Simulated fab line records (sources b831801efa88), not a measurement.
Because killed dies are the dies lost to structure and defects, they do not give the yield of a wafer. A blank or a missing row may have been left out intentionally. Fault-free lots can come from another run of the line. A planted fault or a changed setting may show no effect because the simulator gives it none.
Split-lot trial | flow gf180mcu | route with 602 steps; 5 lots, 23 wafers read

== THE SPLIT ==
At GF_MIM_SPUTTER_08 (material AlCu, target thk 200 nm, time 10.6 s), the setting timeS was moved away from the recipe's 10.6 s on 9 of the 23 wafers read, by -12.1% to +14.0%. All remaining wafers had this setting at the recipe value.

== FROM THE SPLIT TO THE READING: what the file shows between them, 4 steps ==
- GF_MIM_SPUTTER_09: material TiN, target thk 35 nm, time 29.2 s
- GF_MIM_RS_MEAS_10: measures by four-point-probe
- GF_MIM_THK_MEAS_11: measures by xrf
- GF_MIM_DEVELOP_18: develop time 60 s (also split here: devTempC)

== THE READING ==
oesProductAu, in a.u., at GF_MIM_METAL_ETCH_19 (etches the open film in Cl2/BCl3, stops on Si3N4, target depth 324.5 nm, time 54.1 s). Typical for fault-free wafers on this fab line: 0.941 a.u., with standard deviation 0.0057 a.u.

wafer  | tool, chamber at the split | timeS as run, s | against the recipe | oesProductAu, a.u. | against lot-mates on the recipe
L075.1 | pvdSputter-01, -           | 9.441           | -10.9%             | 0.899              | -0.039
L075.2 | pvdSputter-01, -           | 10.6            | recipe             | 0.934              | -
L075.4 | pvdSputter-01, -           | 10.6            | recipe             | 0.941              | -
L075.5 | pvdSputter-01, -           | 9.441           | -10.9%             | 0.898              | -0.040
L075.6 | pvdSputter-01, -           | 10.6            | recipe             | 0.940              | -
L082.1 | pvdSputter-03, -           | 12.08           | +14.0%             | 1.002              | +0.056
L082.2 | pvdSputter-03, -           | 10.6            | recipe             | 0.940              | -
L082.3 | pvdSputter-03, -           | 10.6            | recipe             | 0.949              | -
L082.4 | pvdSputter-03, -           | 12.08           | +14.0%             | 0.994              | +0.048
L082.5 | pvdSputter-03, -           | 10.6            | recipe             | 0.949              | -
L083.2 | pvdSputter-02, -           | 10.6            | recipe             | 0.946              | -
L083.3 | pvdSputter-02, -           | 10.6            | recipe             | 0.952              | -
L083.4 | pvdSputter-02, -           | 10.6            | recipe             | 0.941              | -
L084.1 | pvdSputter-01, -           | 10.6            | recipe             | 0.941              | -
L084.2 | pvdSputter-01, -           | 11.75           | +10.8%             | 0.978              | +0.035
L084.3 | pvdSputter-01, -           | 10.6            | recipe             | 0.943              | -
L084.4 | pvdSputter-01, -           | 11.75           | +10.8%             | 0.979              | +0.036
L084.5 | pvdSputter-01, -           | 10.6            | recipe             | 0.944              | -
L085.1 | pvdSputter-02, -           | 9.322           | -12.1%             | 0.896              | -0.043
L085.2 | pvdSputter-02, -           | 10.6            | recipe             | 0.937              | -
L085.3 | pvdSputter-02, -           | 9.322           | -12.1%             | 0.894              | -0.045
L085.4 | pvdSputter-02, -           | 10.6            | recipe             | 0.942              | -
L085.6 | pvdSputter-02, -           | 9.322           | -12.1%             | 0.895              | -0.044

FIT RESULTS
A straight line over all 23 wafers: oesProductAu changes by +0.00385 a.u. for each +1% of timeS; r = +0.99; the points scatter about the line by 0.0045 a.u.
The same after taking each lot's own level away (the mean of its wafers on the recipe; 23 wafers): +0.00362 a.u. for each +1%; r = +0.99; scatter 0.0033 a.u.
On that fit, the largest move of timeS shifts the reading by 0.051 a.u.
From 0.9383 to 0.9463 a.u.: that is the span of the lots' own levels, equal to 1.4 times the standard deviation above.
Consequently the slope shifts little with the lot-to-lot level, the two slopes agreeing.
Check: +0.0488 a.u. against its lot-mates is what the line predicts for one of the wafers moved furthest among these (+14.0%) when that wafer is left out of the fit. Against them it came out at +0.056 a.u.

== THE OTHER SPLITS THESE WAFERS WENT THROUGH ==
These wafers also went through other splits before the reading. Each is held against what the fit with the lots' levels taken away leaves over:
other split on the same wafers | wafers away from the commonest value | r with oesProductAu (lot level and that fit taken away)
GF_MIM_DEVELOP_18 devTempC     | 6                                    | +0.26

== THE WHOLE CHAIN: every reading that the file lists as answering this split, in the file's order ==
step                 | what it does                                                                         | reading                                                                       | change (the file's fit)                   | r (the file's)
GF_MIM_SPUTTER_08    | material AlCu, target thk 200 nm, time 10.6 s                                        | AlCu_of_MIM_SPUTTER_08.thkNm (the simulator's own value, which no gauge read) | +2.02 nm for each +1% of the setting      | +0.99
GF_MIM_RS_MEAS_10    | measures by four-point-probe                                                         | MIM_ALCU_RS                                                                   | -0.00172 for each +1% of the setting      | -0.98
GF_MIM_THK_MEAS_11   | measures by xrf                                                                      | MIM_ALCU_THK                                                                  | +1.95 for each +1% of the setting         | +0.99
GF_MIM_METAL_ETCH_19 | etches the open film in Cl2/BCl3, stops on Si3N4, target depth 324.5 nm, time 54.1 s | oesProductAu                                                                  | +0.00361 a.u. for each +1% of the setting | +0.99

== FILE'S OWN FIT ==
oesProductAu changes by +0.00361 a.u. for each +1% of timeS, r = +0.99.
